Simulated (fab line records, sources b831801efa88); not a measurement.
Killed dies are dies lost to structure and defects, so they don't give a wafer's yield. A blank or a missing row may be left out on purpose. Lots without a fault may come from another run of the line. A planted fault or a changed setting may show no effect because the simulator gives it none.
Which tool did it? | flow gf180mcu | 12 lots, 34 wafers sampled, at 6 steps of a route of 602

WHAT THE GAUGES READ, wafer by wafer
GF_HV_LDD_TW_MEAS_23.
lot  | measured     | on            | HV_LDD_2_TW
L654 | day 10 19:25 | film_metro-02 | 1072 1082 1073
L656 | day 11 09:10 | film_metro-02 | 1072 1070 1073
L657 | day 11 13:04 | film_metro-04 | 1060 1056 1059
L658 | day 12 01:07 | film_metro-04 | 1059 1053 1055
L660 | day 12 13:02 | film_metro-02 | 1075 1074 1074
L662 | day 13 12:55 | film_metro-01 | 1053 1059 1059
L663 | day 13 15:50 | film_metro-04 | 1064 1064 1065
L666 | day 14 18:34 | film_metro-04 | 1055 1055 1059
L667 | day 14 20:16 | film_metro-04 | 1058 1056 1062
L668 | day 15 04:55 | film_metro-01 | 1059 1050 1059
L669 | day 15 09:43 | film_metro-01 | 1057 1052 1057
L673 | day 16 21:50 | film_metro-04 | 1063

GF_HV_LDD_THK_MEAS_57.
lot  | measured     | on            | HV_LDD_CVD_56_THK (nm)
L654 | day 12 12:38 | film_metro-04 | 89.1 89.1 89.5
L656 | day 13 04:28 | film_metro-04 | 90.6 90.0 90.6
L657 | day 13 08:08 | film_metro-04 | 90.4 90.8 91.2
L658 | day 13 20:56 | film_metro-04 | 90.4 90.6 89.5
L660 | day 14 09:09 | film_metro-01 | 89.3 89.6 90.8
L662 | day 15 10:43 | film_metro-02 | 91.2 90.8 91.3
L663 | day 15 13:29 | film_metro-04 | 89.1 89.4 89.0
L666 | day 16 17:40 | film_metro-01 | 89.7 90.1 90.0
L667 | day 16 20:26 | film_metro-04 | 89.6 89.8 89.8
L668 | day 17 05:57 | film_metro-01 | 89.5 89.3 89.6
L669 | day 17 10:36 | film_metro-02 | 89.5 88.9 89.1
L673 | day 19 00:19 | film_metro-02 | 88.1

GF_PSD_RS_MEAS_14: measures by four-point-probe.
lot  | measured     | on            | NSD_RS (ohm/sq)
L654 | day 14 06:10 | film_metro-03 | 46.19 46.04 46.12
L656 | day 14 23:31 | film_metro-04 | 46.12 45.99 46.07
L657 | day 15 07:01 | film_metro-04 | 45.95 46.10 45.93
L658 | day 15 16:19 | film_metro-03 | 46.29 46.14 46.16
L660 | day 16 04:55 | film_metro-01 | 46.29 46.29 46.14
L662 | day 17 08:25 | film_metro-01 | 46.12 46.08 45.98
L663 | day 17 10:18 | film_metro-04 | 46.04 46.08 46.18
L666 | day 18 16:10 | film_metro-03 | 46.13 46.12 46.10
L667 | day 18 20:25 | film_metro-01 | 46.06 46.02 46.06
L668 | day 19 05:40 | film_metro-03 | 46.11 46.16 46.16
L669 | day 19 10:46 | film_metro-03 | 46.28 46.25 46.29
L673 | day 21 00:53 | film_metro-04 | 44.76

WHICH TOOL RAN EACH LOT (tool, then ch and the chambers of the sampled wafers, then the start)
lot  | GF_HV_LDD_STRIP_37                   | GF_NSD_IMPLANT_09               | GF_NSD_STRIP_11
L654 | plasma_asher-04 ch 0,1, day 11 14:19 | implanter-03 ch 0, day 13 08:28 | plasma_asher-04 ch 0,1, day 13 08:46
L656 | plasma_asher-01 ch 0,1, day 12 05:04 | implanter-01 ch 0, day 14 01:10 | plasma_asher-01 ch 0,1, day 14 01:28
L657 | plasma_asher-03 ch 0,1, day 12 08:43 | implanter-03 ch 0, day 14 04:34 | plasma_asher-04 ch 0,1, day 14 09:35
L658 | plasma_asher-03 ch 1, day 12 21:58   | implanter-01 ch 0, day 14 18:07 | plasma_asher-04 ch 0,1, day 14 18:25
L660 | plasma_asher-04 ch 0,1, day 13 09:30 | implanter-04 ch 0, day 15 06:13 | plasma_asher-01 ch 0,1, day 15 06:30
L662 | plasma_asher-01 ch 0,1, day 14 10:34 | implanter-04 ch 0, day 16 08:31 | plasma_asher-04 ch 0,1, day 16 08:49
L663 | plasma_asher-03 ch 0,1, day 14 13:27 | implanter-01 ch 0, day 16 11:28 | plasma_asher-01 ch 0,1, day 16 11:45
L666 | plasma_asher-04 ch 0,1, day 15 16:28 | implanter-01 ch 0, day 17 15:40 | plasma_asher-01 ch 0,1, day 17 15:58
L667 | plasma_asher-03 ch 0,1, day 15 18:16 | implanter-04 ch 0, day 17 19:33 | plasma_asher-01 ch 0,1, day 17 19:51
L668 | plasma_asher-01 ch 0,1, day 16 03:10 | implanter-03 ch 0, day 18 05:10 | plasma_asher-01 ch 0,1, day 18 05:28
L669 | plasma_asher-04 ch 0,1, day 16 08:07 | implanter-03 ch 0, day 18 10:04 | plasma_asher-04 ch 0,1, day 18 10:24
L673 | plasma_asher-04 ch 1, day 17 21:00   | implanter-03 ch 0, day 20 00:14 | plasma_asher-04 ch 0, day 20 00:30
- GF_HV_LDD_STRIP_37: strips in O2/N2.
- GF_NSD_IMPLANT_09
- GF_NSD_STRIP_11: strips in O2/N2.

WHAT THE TOOLS THEMSELVES READ (means of the sampled wafers that have a number; where no wafer has one, the mark that the record gives instead)
GF_HV_LDD_STRIP_37.
lot  | tool            | drypump_motor_current_A (A) | heater_power_w (W) | oes_product_au (a.u.) | strip_time_to_endpoint_s (s)
L654 | plasma_asher-04 | 5.72                        | 362                | 0.716                 | 12.67
L656 | plasma_asher-01 | 5.77                        | 346                | 0.714                 | 12.63
L657 | plasma_asher-03 | 5.48                        | 336                | 0.717                 | 12.65
L658 | plasma_asher-03 | 5.36                        | 344                | 0.712                 | 12.72
L660 | plasma_asher-04 | 5.48                        | 369                | 0.718                 | 12.73
L662 | plasma_asher-01 | 5.78                        | 348                | 0.716                 | 12.64
L663 | plasma_asher-03 | 5.61                        | 334                | 0.716                 | 12.70
L666 | plasma_asher-04 | 5.49                        | 367                | 0.714                 | 12.62
L667 | plasma_asher-03 | 5.63                        | 336                | 0.717                 | 12.63
L668 | plasma_asher-01 | 5.86                        | 326                | 0.717                 | 12.64
L669 | plasma_asher-04 | 5.73                        | 362                | 0.714                 | 12.69
L673 | plasma_asher-04 | 5.22                        | 382                | 0.717                 | 12.67

GF_NSD_IMPLANT_09.
lot  | tool         | beam_on_s (s) | faraday_current_uA
L654 | implanter-03 | 16.6          | 13112
L656 | implanter-01 | 17.2          | 12706
L657 | implanter-03 | 16.8          | 12995
L658 | implanter-01 | 17.0          | 12811
L660 | implanter-04 | 18.9          | 11567
L662 | implanter-04 | 18.9          | 11569
L663 | implanter-01 | 17.0          | 12899
L666 | implanter-01 | 17.0          | 12825
L667 | implanter-04 | 19.4          | 11333
L668 | implanter-03 | 16.5          | 13275
L669 | implanter-03 | 16.8          | 12994
L673 | implanter-03 | 22.3          | 9869

GF_NSD_STRIP_11.
lot  | tool            | drypump_motor_current_A (A) | heater_power_w (W) | oes_product_au (a.u.) | strip_time_to_endpoint_s (s)
L654 | plasma_asher-04 | 5.7                         | 363                | 0.486                 | 22.99
L656 | plasma_asher-01 | 5.8                         | 348                | 0.486                 | 22.95
L657 | plasma_asher-04 | 5.5                         | 367                | 0.484                 | 22.98
L658 | plasma_asher-04 | 5.7                         | 366                | 0.490                 | 22.93
L660 | plasma_asher-01 | 5.8                         | 331                | 0.484                 | 22.96
L662 | plasma_asher-04 | 5.5                         | 368                | 0.485                 | 22.99
L663 | plasma_asher-01 | 5.8                         | 344                | 0.487                 | 22.96
L666 | plasma_asher-01 | 5.8                         | 342                | 0.490                 | 22.95
L667 | plasma_asher-01 | 5.9                         | 330                | 0.485                 | 22.93
L668 | plasma_asher-01 | 5.9                         | 326                | 0.480                 | 23.01
L669 | plasma_asher-04 | 5.5                         | 370                | 0.483                 | 22.99
L673 | plasma_asher-04 | 6.0                         | 397                | 0.481                 | 23.79

THE ANSWER, worked out from the rows above alone
Rule: what is usual is taken from the lots themselves. Put in order of their means at a reading, lots are off if they are a third of the lots or fewer, leave a main group of 4 or more, and stand apart from it by a gap of 3 or more times the standard deviation of the main group's means; of several such gaps the widest counts. A main group whose means are all the same, to the digits that the tables above print for the reading, isn't used. A lot without any number at a reading at which 4 lots or more have one is off too. The other lots that the step has rows for count as sound. The gauges are gone through in route order, then the tools' own readings, and for those a lot's mean is taken as printed above. The first step at which some lot is off is used, and at that step the reading that is off furthest; a lot without a number counts as furthest.
Off: L673, at GF_PSD_RS_MEAS_14 (NSD_RS). The main group: mean 46.12 ohm/sq, standard deviation 0.082.
A tool fits if, at a process step before that reading, it ran every lot that is off, and no sound lot after the first of them. The gauges at GF_PSD_RS_MEAS_14 aren't tried: what is off there is off at GF_NSD_IMPLANT_09 too, on other tools, and a gauge's error can't cause that. Can't be told from this: 2 tools fit, plasma_asher-04 at GF_HV_LDD_STRIP_37 and GF_NSD_STRIP_11, implanter-03 at GF_NSD_IMPLANT_09.

WHAT THE SIMULATOR HAD PUT IN
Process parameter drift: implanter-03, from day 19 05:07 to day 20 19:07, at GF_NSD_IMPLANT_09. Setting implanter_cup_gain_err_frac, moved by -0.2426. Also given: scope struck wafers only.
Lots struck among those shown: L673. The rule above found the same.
